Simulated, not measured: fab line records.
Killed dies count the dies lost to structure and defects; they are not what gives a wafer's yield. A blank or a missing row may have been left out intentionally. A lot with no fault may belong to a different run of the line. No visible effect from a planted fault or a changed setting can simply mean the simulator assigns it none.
Comparing a struck lot with a sound one + flow gf180mcu + 19 steps out of a route of 602
Sound: wafers L801.1, L801.3, L801.4. Struck: wafer L806.6. The cause is given at the end.
For every step that has rows: the tool of each side, followed by ch and its chambers, followed by its first start. Under that, the readings that differ: sound wafers + struck wafers + difference of the means + sigmas: that difference in standard deviations of wafers without a fault.
alike: readings with means less than 2 such deviations apart, plus words and numbers identical on both sides. not compared: withheld readings, readings lacking a value on some wafer, bounds such as >300 that could conceal the same value, and numbers that have no deviation in the record and whose values overlap.
The two part at a step that has a row with sigmas, a row that says differs or no value, or rows on one side only. Non-overlapping numbers with no deviation appear without sigmas and do not part them. A reading missing from all wafers of one side parts the sides only when that side holds two or more wafers.

GF_V5_RS_MEAS_24: a four-point-probe measurement.
  sound on film metro-03, day 27 17:10; struck on film metro-01, day 29 12:00
  alike: V5_W_RS
GF_V5_THK_MEAS_25: measures by xrf.
  sound on film metro-03, day 27 17:17; struck on film metro-01, day 29 12:04
  alike: V5_W_THK
GF_V5_CMP_26: polishes, stops on SiO2, t overpolish 15 s, target thk 0 nm.
  sound on cmp-02 ch 0,1,2, day 27 17:21; struck on cmp-02 ch 2, day 29 12:17
  alike: motor current A, overpolish run s, time to endpoint s
GF_TOP_METAL_SPUTTER_00: material Ti, target thk 37.5 nm, time 150 s.
  sound on pvd sputter-02, day 27 17:39; struck on pvd sputter-02, day 29 12:26
  alike: cathode dc power W, throttle valve pct
GF_TOP_METAL_SPUTTER_01: material TiN, target thk 30 nm, time 25 s.
  sound on pvd sputter-02, day 27 17:45; struck on pvd sputter-02, day 29 12:30
  alike: cathode dc power W, throttle valve pct
then, 1 step without rows for these wafers: GF_TOP_METAL_SPUTTER_02 (material AlCu, target thk 900 nm, time 47.82 s).
GF_TOP_METAL_SPUTTER_03: material Ti, target thk 5 nm, time 3.3 s.
  sound on pvd sputter-02, day 27 17:49; struck on pvd sputter-02, day 29 12:34
| reading                | sound                | struck | difference | sigmas |
|------------------------|----------------------|--------|------------|--------|
| cathode dc power W (W) | 2999.8 3000.1 2999.6 | 3001.0 | +1.2       | +2     |
  alike: throttle valve pct
GF_TOP_METAL_SPUTTER_04: material TiN, target thk 25 nm, time 20.8 s.
  sound on pvd sputter-02, day 27 17:50; struck on pvd sputter-02, day 29 12:35
  alike: cathode dc power W, throttle valve pct
GF_TOP_METAL_RS_MEAS_05: a four-point-probe measurement.
  sound on film metro-03, day 27 17:52; struck on film metro-02, day 29 12:42
  alike: TOP_METAL_ALCU_RS
GF_TOP_METAL_THK_MEAS_06: measures by xrf.
  sound on film metro-03, day 27 17:59; struck on film metro-02, day 29 12:46
  alike: TOP_METAL_ALCU_THK
then, 2 steps without rows for these wafers: GF_TOP_METAL_DEHYDRATE_07 (time 60 s); GF_TOP_METAL_HMDS_08 (prime time 60 s).
GF_TOP_METAL_COAT_09: resist thk 1472 nm.
  sound on litho track-04 ch 0, day 28 04:07; struck on litho track-04 ch 0, day 29 22:09
| reading                                        | sound                | struck | difference | sigmas |
|------------------------------------------------|----------------------|--------|------------|--------|
| spin speed rpm (rpm)                           | 3001.3 3000.3 2997.8 | 3045.6 | +45.8      | +24    |
| model.NOVOLAK_of_TOP_METAL_COAT_09.thk nm (nm) | 1484 1476 1482       | 1460   | -21        |        |
  alike: chill plate temp C
then, 3 steps without rows for these wafers: GF_TOP_METAL_SOFTBAKE_10 (time 60 s); GF_TOP_METAL_EXPOSE_11 (exposes mask MetalTop, target cd 440 nm); GF_TOP_METAL_PEB_12.
GF_TOP_METAL_DEVELOP_13: develop time 60 s.
  sound on litho track-01 ch 0, day 28 13:25; struck on litho track-04 ch 0, day 30 06:57
| reading                                        | sound          | struck | difference | sigmas |
|------------------------------------------------|----------------|--------|------------|--------|
| model.NOVOLAK_of_TOP_METAL_COAT_09.thk nm (nm) | 1484 1475 1482 | 1460   | -20        |        |
  alike: chill plate temp C
GF_TOP_METAL_CD_MEAS_14: the cd target is 440 nm.
  sound on cd sem-02, day 28 13:34; struck on cd sem-01, day 30 07:09
  alike: cd nm
GF_PASSIVATION_PROBE_99:
  record: rows for the struck wafers here (prober-01, day 31 04:48), none for the sound ones

WHERE THEY PART
At GF_TOP_METAL_SPUTTER_03 first; at GF_PASSIVATION_PROBE_99 last (within this record only).

WHY: what had been put in by the simulator
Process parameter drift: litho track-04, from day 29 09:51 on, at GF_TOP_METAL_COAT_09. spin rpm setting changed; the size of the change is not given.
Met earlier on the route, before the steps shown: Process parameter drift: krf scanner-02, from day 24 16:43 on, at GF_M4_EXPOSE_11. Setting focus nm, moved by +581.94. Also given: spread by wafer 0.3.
